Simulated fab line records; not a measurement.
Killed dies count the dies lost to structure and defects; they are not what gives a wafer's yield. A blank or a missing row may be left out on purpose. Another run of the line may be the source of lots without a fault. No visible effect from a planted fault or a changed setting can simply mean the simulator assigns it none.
Which tool is to blame? | flow gf180mcu | 7 lots, 21 wafers sampled, at 2 steps of a route of 602

== WHAT THE GAUGES READ, wafer by wafer ==
GF_LVPWELL_OVL_MEAS_07.
lot  | measured    | on         | LVPWELL_OVL (nm)
L226 | day 4 13:19 | overlay-02 | 0.0 -1.6 -0.8
L231 | day 5 14:17 | overlay-01 | -0.7 -1.4 -0.4
L239 | day 7 20:08 | overlay-01 | -2.3 -1.8 -1.9
L241 | day 8 06:01 | overlay-02 | -1.8 -1.4 -1.9
L243 | day 8 13:13 | overlay-01 | -1.5 -3.1 -2.1
L245 | day 9 00:21 | overlay-02 | -1.5 -3.0 -3.7

== EACH LOT AND THE TOOL THAT RAN IT (in order: tool; ch and the chambers of the sampled wafers; start) ==
lot  | GF_STI_OXIDATION_29
L226 | furnace-02 ch 0, day 2 21:13
L231 | furnace-02 ch 0, day 3 21:15
L235 | furnace-02, day 5 03:55
L239 | furnace-01 ch 0, day 5 19:19
L241 | furnace-01 ch 0, day 6 03:46
L243 | furnace-02 ch 0, day 6 11:31
L245 | furnace-01 ch 0, day 6 23:20
- GF_STI_OXIDATION_29: stabilise 600 s, purge 300 s, target thk 10 nm.

== THE ANSWER, worked out from the rows above alone ==
Rule: what is usual is taken from the lots themselves. The widest of any qualifying gaps counts: lots, ordered by their means at a reading, are off when they make up no more than a third of the lots, leave a main group of 4 or more, and stand apart from it by 3 or more times the standard deviation of that group's means. A main group whose means are all the same, to the digits that the tables above print for the reading, isn't used. A lot without any number at a reading at which 4 lots or more have one is off too. The other lots that the step has rows for count as sound.
No lot is off on any of the readings shown, so nothing can be concluded from this.

== WHAT THE SIMULATOR HAD INSERTED ==
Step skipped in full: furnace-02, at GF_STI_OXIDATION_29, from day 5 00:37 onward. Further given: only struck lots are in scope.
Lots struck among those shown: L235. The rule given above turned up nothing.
